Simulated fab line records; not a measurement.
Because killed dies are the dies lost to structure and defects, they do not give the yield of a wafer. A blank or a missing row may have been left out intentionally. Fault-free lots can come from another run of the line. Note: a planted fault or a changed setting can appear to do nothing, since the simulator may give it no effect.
Matching of chambers | flow sky130 | 4 sister chambers for SKY_SONOS_ONO_WET_ETCH_16 on wetBench-03
The step etches SiO2 in dHF, target depth 14 nm, time 280 s. 4 wafers are shown with their chamber, then 7 later ones without.

== WAFERS PAIRED WITH THEIR CHAMBERS ==
wafer  | chamber | tempC (C)
L604.5 | 2       | 24.93
L605.6 | 1       | 24.96
L606.6 | 3       | 24.95
L608.3 | 0       | 24.93

== WAFERS WITHOUT THEIR CHAMBER ==
wafer  | tempC (C)
L608.4 | 24.85
L610.1 | 24.99
L610.2 | 24.99
L610.6 | 25.11
L611.2 | 24.88
L611.5 | 24.87
L611.6 | 24.96

== EACH ONE'S CHAMBER ==
wafer  | from the rows above               | in truth
L608.4 | can't be placed: 0 or 2 or 3 or 1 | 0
L610.1 | can't be placed: 1 or 3 or 0 or 2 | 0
L610.2 | can't be placed: 1 or 3 or 0 or 2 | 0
L610.6 | can't be placed: 1 or 3 or 0 or 2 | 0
L611.2 | can't be placed: 0 or 2 or 3 or 1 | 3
L611.5 | can't be placed: 0 or 2 or 3 or 1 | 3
L611.6 | can't be placed: 1 or 3 or 0 or 2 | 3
0 of 7 placed correctly. Not placeable from these rows: 7 (in 7, the candidates include the true chamber). Wrongly placed: 0.
How it was worked out, from the rows above alone: a wafer's distance from a chamber is the root of the sum, over the readings, of the square of ((its reading less the chamber's mean) divided by the reading's scatter). If the next closest chamber is less than 2 further off than the closest, the wafer can't be placed; otherwise it belongs to the closest. For every chamber, the mean is computed from those of its wafers that are shown. The scatter (one wafer shown for each chamber): square how far every hidden wafer sits from the nearest shown wafer, average those squares and take the square root.
